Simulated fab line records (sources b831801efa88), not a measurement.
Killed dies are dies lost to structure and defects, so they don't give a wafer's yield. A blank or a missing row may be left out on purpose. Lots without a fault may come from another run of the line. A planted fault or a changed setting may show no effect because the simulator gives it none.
Comparing a struck lot with a sound one + flow sky130 + 15 out of 708 route steps
Sound: wafers L132.2, L132.4, L132.5. Wafers L143.4, L143.5, L143.6 were the ones struck. The cause is named last.
At each step with rows: each side's tool, then ch and its chambers, then its first start. Under that, the readings that differ: sound wafers + struck wafers + difference of the means + sigmas: that difference in standard deviations of wafers without a fault.
alike: a reading whose means differ by less than 2 such deviations, as well as words and numbers matching on both sides. not compared: withheld readings; readings where some wafer has no value; bounds like >300 that might hide an equal value; numbers whose values overlap and for which the record gives no deviation.
The two part at a step that has a row with sigmas, a row that says differs or no value, or rows on one side only. Numbers that have no deviation but don't overlap get no sigmas and don't part them. A reading missing from all wafers of one side parts the sides only when that side holds two or more wafers.

first, 6 steps without rows for these wafers: SKY_LDD_N_HMDS_01 (prime time 60 s); SKY_LDD_N_COAT_02 (resist thk 300 nm); SKY_LDD_N_SOFTBAKE_03 (time 60 s); SKY_LDD_N_EXPOSE_04 (exposes mask NTM, target cd 840 nm); SKY_LDD_N_PEB_05; SKY_LDD_N_DEVELOP_06 (develop time 60 s).
SKY_LDD_N_OVL_MEAS_07:
  struck on overlay-01, day 22 13:24; sound on overlay-02, day 18 04:32
  alike: LDD_N_OVL
then, 5 steps without rows for these wafers: SKY_LDD_N_IMPLANT_08; SKY_LDD_N_IMPLANT_09; SKY_LDD_N_IMPLANT_10; SKY_LDD_N_IMPLANT_11; SKY_LDD_N_IMPLANT_12.
SKY_LDD_N_IMPLANT_13:
  sound on implanter-02 ch 0, day 18 05:20; struck on implanter-02 ch 0, day 22 14:15
| reading            | sound                     | struck                       | difference | sigmas      |
|--------------------|---------------------------|------------------------------|------------|-------------|
| dose-ions-cm2      | 5e+12 5.002e+12 4.999e+12 | 8.07e+12 8.059e+12 8.068e+12 | +3.07e+12  | +99 or more |
| faraday-current-uA | 28.8 29.0 28.3            | 44.4 45.5 45.6               | +16.5      | +31         |
then, 1 step without rows for these wafers: SKY_LDD_N_IMPLANT_14.
-- record jumps: 26 days separate the struck wafers' starts on either side; left off in module LDD_N, taken up again in module PAD_OPEN, whose first shown step is the route's number 708 --
SKY_PAD_OPEN_PROBE_99:
  struck on prober-01, day 48 21:04; sound on prober-02, day 46 02:28
| reading                                    | sound                | struck               | difference | sigmas |
|--------------------------------------------|----------------------|----------------------|------------|--------|
| model.etest.nfet_01v8_lvt.vt-sat-v (V)     | 0.5548 0.5195 0.5426 | 0.5642 0.5625 0.5633 | +0.0244    |        |
| model.etest.nfet_01v8_turned.vt-v (V)      | 0.7148 0.6996 0.7073 | 0.7274 0.7265 0.7304 | +0.0209    |        |
| model.etest.nfet_01v8.vt-sat-v (V)         | 0.6615 0.6372 0.6532 | 0.6686 0.67 0.6656   | +0.0174    |        |
| model.etest.nfet_01v8_swapped.vt-sat-v (V) | 0.6666 0.6409 0.6566 | 0.6715 0.6692 0.6763 | +0.0176    |        |
  alike: killed_at_M0_to_M3, killed_at_M4_up, killed-at-contacts, killed-at-front-end, killed-at-other, killed-dies, killed-open, killed-short
  not compared: model.etest.tip-n.rs-ohm-sq, model.etest.nfet_01v8_lvt.vt-v

## WHERE THEY PART
SKY_LDD_N_IMPLANT_13 only, going by this record. Later steps at which nothing parts them and some readings are alike: SKY_PAD_OPEN_PROBE_99.

WHY: the cause the simulator had injected
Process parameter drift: implanter-02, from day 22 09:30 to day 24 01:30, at SKY_LDD_N_IMPLANT_13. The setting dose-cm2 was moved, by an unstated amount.
